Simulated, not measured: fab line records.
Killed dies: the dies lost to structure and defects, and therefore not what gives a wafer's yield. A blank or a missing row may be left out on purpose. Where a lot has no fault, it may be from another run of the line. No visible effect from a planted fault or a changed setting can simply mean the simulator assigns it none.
Which tool did it? / flow gf180mcu / 6 lots with 18 wafers sampled at 4 steps, on a route of 602 steps

== WHAT EACH GAUGE READ, for each wafer ==
GF_VT_IMPLANT_TW_MEAS_43.
lot=L638; measured=day 8 23:55; on=film-metro-03; VT_IMPLANT_4_TW=685 680 682
lot=L640; measured=day 9 13:08; on=film-metro-04; VT_IMPLANT_4_TW=715 720 715
lot=L645; measured=day 11 02:23; on=film-metro-01; VT_IMPLANT_4_TW=693 691 688
lot=L652; measured=day 13 02:00; on=film-metro-04; VT_IMPLANT_4_TW=699 706 702
lot=L654; measured=day 13 15:57; on=film-metro-04; VT_IMPLANT_4_TW=702 697 698
lot=L656; measured=day 14 06:35; on=film-metro-03; VT_IMPLANT_4_TW=685 682 681

== WHAT TOOL EACH LOT RAN ON (gives the tool, then ch and the chambers of the sampled wafers, and finally the start) ==
lot=L638; GF_VT_IMPLANT_STRIP_09=plasma-asher-02 ch 0, day 6 21:45; GF_VT_IMPLANT_IMPLANT_41=implanter-03 ch 0, day 8 23:41; GF_VT_IMPLANT_STRIP_42=plasma-asher-03 ch 0, day 8 23:48
lot=L640; GF_VT_IMPLANT_STRIP_09=plasma-asher-04 ch 0, day 7 11:03; GF_VT_IMPLANT_IMPLANT_41=implanter-04 ch 0, day 9 12:53; GF_VT_IMPLANT_STRIP_42=plasma-asher-02 ch 0,1, day 9 13:02
lot=L645; GF_VT_IMPLANT_STRIP_09=plasma-asher-02 ch 0,1, day 8 20:36; GF_VT_IMPLANT_IMPLANT_41=implanter-02 ch 0, day 11 02:08; GF_VT_IMPLANT_STRIP_42=plasma-asher-02 ch 0,1, day 11 02:17
lot=L652; GF_VT_IMPLANT_STRIP_09=plasma-asher-03 ch 0,1, day 10 17:17; GF_VT_IMPLANT_IMPLANT_41=implanter-02 ch 0, day 13 01:45; GF_VT_IMPLANT_STRIP_42=plasma-asher-02 ch 0,1, day 13 01:54
lot=L654; GF_VT_IMPLANT_STRIP_09=plasma-asher-04 ch 0,1, day 11 06:02; GF_VT_IMPLANT_IMPLANT_41=implanter-02 ch 0, day 13 15:43; GF_VT_IMPLANT_STRIP_42=plasma-asher-03 ch 0,1, day 13 15:50
lot=L656; GF_VT_IMPLANT_STRIP_09=plasma-asher-02 ch 1, day 11 19:11; GF_VT_IMPLANT_IMPLANT_41=implanter-02 ch 0, day 14 06:20; GF_VT_IMPLANT_STRIP_42=plasma-asher-03 ch 0,1, day 14 06:29
- GF_VT_IMPLANT_STRIP_09: strips in O2/N2.
- GF_VT_IMPLANT_IMPLANT_41
- GF_VT_IMPLANT_STRIP_42: strips in O2/N2.

== THE ANSWER, worked out from the rows above alone ==
Rule: the usual values come from the lots themselves. Put in order of their means at a reading, lots are off if they are a third of the lots or fewer, leave a main group of 4 or more, and stand apart from it by a gap of 3 or more times the standard deviation of the main group's means; of several such gaps the widest counts. A main group is skipped when, at the precision printed for the reading in the tables above, its means are all equal. Also off: a lot with no number at a reading for which 4 or more lots have one. Where the step has rows for the other lots, those lots are counted as sound.
None of the lots is off at any reading shown; this tells nothing.

== WHAT THE SIMULATOR HAD INSERTED ==
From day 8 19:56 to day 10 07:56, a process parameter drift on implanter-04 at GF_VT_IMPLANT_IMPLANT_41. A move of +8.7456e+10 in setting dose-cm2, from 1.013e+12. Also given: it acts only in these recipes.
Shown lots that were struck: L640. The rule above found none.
